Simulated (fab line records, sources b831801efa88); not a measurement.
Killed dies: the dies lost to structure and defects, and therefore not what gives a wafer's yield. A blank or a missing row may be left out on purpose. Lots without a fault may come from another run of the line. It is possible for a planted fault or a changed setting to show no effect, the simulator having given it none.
Chamber matching	flow gf180mcu	cmp-01 running GF_V5_CMP_04: 4 sister chambers
The step polishes SiO2. 8 wafers are shown with their chamber, then 12 later ones without.

WAFERS, EACH WITH ITS CHAMBER
wafer	chamber	motorCurrentA (A)
L082.4	0	12.4
L083.1	1	11.2
L083.6	0	12.6
L088.5	2	12.7
L088.6	3	13.8
L089.2	3	13.7
L089.3	1	11.0
L089.5	2	11.9

WAFERS WHOSE CHAMBER IS MISSING
wafer	motorCurrentA (A)
L091.2	10.8
L091.5	11.9
L091.6	13.0
L094.4	12.6
L094.5	10.0
L094.6	12.5
L095.1	11.7
L095.4	10.5
L095.5	13.0
L096.1	12.9
L096.2	12.5
L096.3	12.2

EACH ONE'S CHAMBER
wafer	from the rows above	in truth
L091.2	1	1
L091.5	can't be placed: 2 or 0 or 1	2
L091.6	can't be placed: 0 or 2 or 3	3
L094.4	can't be placed: 0 or 2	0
L094.5	1	1
L094.6	can't be placed: 0 or 2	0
L095.1	can't be placed: 1 or 2 or 0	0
L095.4	1	1
L095.5	can't be placed: 0 or 2 or 3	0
L096.1	can't be placed: 0 or 2 or 3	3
L096.2	can't be placed: 0 or 2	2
L096.3	can't be placed: 2 or 0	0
Placed correctly: 3 of 12. Unplaceable from these rows: 9, with the true chamber sitting among the candidates in 9. Placed wrongly: 0.
How it was worked out, from the rows above alone: a wafer's distance from a chamber is the root of the sum, over the readings, of the square of ((its reading less the chamber's mean) divided by the reading's scatter). The wafer belongs to the nearest chamber; if the next one is less than 2 further off, it can't be placed. The mean given for a chamber averages the wafers shown for that chamber. How the scatter is found: for the shown wafers, subtract from each reading the mean of its chamber, square and add these, divide the total by (wafers less chambers), then take the root.
